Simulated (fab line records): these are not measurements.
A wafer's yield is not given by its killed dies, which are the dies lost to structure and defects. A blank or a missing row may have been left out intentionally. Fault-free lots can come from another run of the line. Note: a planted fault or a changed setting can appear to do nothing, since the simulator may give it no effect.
8D (eight disciplines) problem report, filled in by code -- flow sky130 -- the parts of the form that need people (team, actions taken, sign-off) are left out

1. PROBLEM STATEMENT
At SKY_FIELD_ISO_WET_ETCH_30, temp_c averages 15.87 C over 9 wafers from 3 lots, while fault-free wafers read 25.02 C, standard deviation 0.1. That is -91 standard deviations from the usual mean.
The step: etches SiO2 in dHF, target depth 25 nm, time 48.24 s.
Seen first at day 4 00:53 on wet_bench-01, wafer L901.1. At this step, 42 wafers from 14 lots have a number in the record. By rule, "out" or "out of limits" means more than 4 standard deviations away from the usual mean. All remaining wafers that have a number are taken as sound.

2. WHAT IT IS AND WHAT IT IS NOT
question,is,is not
which readings at this step,"temp_c, bath_heat_duty_pct",-
which lots,"L901, L902, L905","L894, L895, L896, L897, L898, L899, L903, L904, L910, L914, L917"
which wafers of those lots,all that have a number,-
read on which tools,wet_bench-01,"wet_bench-02, wet_bench-04"
when,from day 4 00:53,"up to then (18 sound wafers); but 15 sound wafers of L903, L904, L910, L914, L917 came after"

3. SUSPECTS, AND WHAT RULES EACH OUT
Counting: any tool at a process step up to the reading is kept as a suspect provided that every lot that is out went through it and no sound lot did after the first of them.
- wet_bench-01 at SKY_FIELD_ISO_WET_ETCH_30 (etches SiO2 in dHF, target depth 25 nm, time 48.24 s): kept. All lots that are out passed through it, beginning with L901 at day 4 00:53, and no sound lot followed; its final sound lot before that point was L899 at day 3 09:22. On those wafers its own readings are out: bath_heat_duty_pct, temp_c.
Remaining after the count: wet_bench-01 at SKY_FIELD_ISO_WET_ETCH_30.

4. THE CAUSE (what the simulator had put in)
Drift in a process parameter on wet_bench-01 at SKY_FIELD_ISO_WET_ETCH_30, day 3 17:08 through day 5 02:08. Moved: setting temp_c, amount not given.
Only this tool survived the counting.

5. THE EFFECT CHAIN, in route order
Each row: a reading where the mean over the struck wafers with a number is more than 3 standard deviations away from the usual. Readings are gone through only where the record gives a usual standard deviation; hours: the median, over the lots, of the time from a lot's start at the first step in this table giving one to that lot's start at this step; sigmas: the change measured in usual standard deviations.
hours,step,reading,usual,on struck wafers,change,sigmas
0,SKY_FIELD_ISO_WET_ETCH_30,bath_heat_duty_pct,6.7 %,0.0,-6.7,-12
0,SKY_FIELD_ISO_WET_ETCH_30,temp_c,25.02 C,15.87,-9.15,-91
It contains these process steps:
- SKY_FIELD_ISO_WET_ETCH_30: etches SiO2 in dHF, target depth 25 nm, time 48.24 s.
Later steps that measure or inspect, where all struck wafers having a row at the step show a number for every such reading and not one has moved that far: SKY_NWELL_THK_MEAS_02.

6. WHAT WOULD HAVE CAUGHT IT SOONER
The fault began at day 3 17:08; the first out-of-limits reading in this record came at day 4 00:53, 8 hours later.
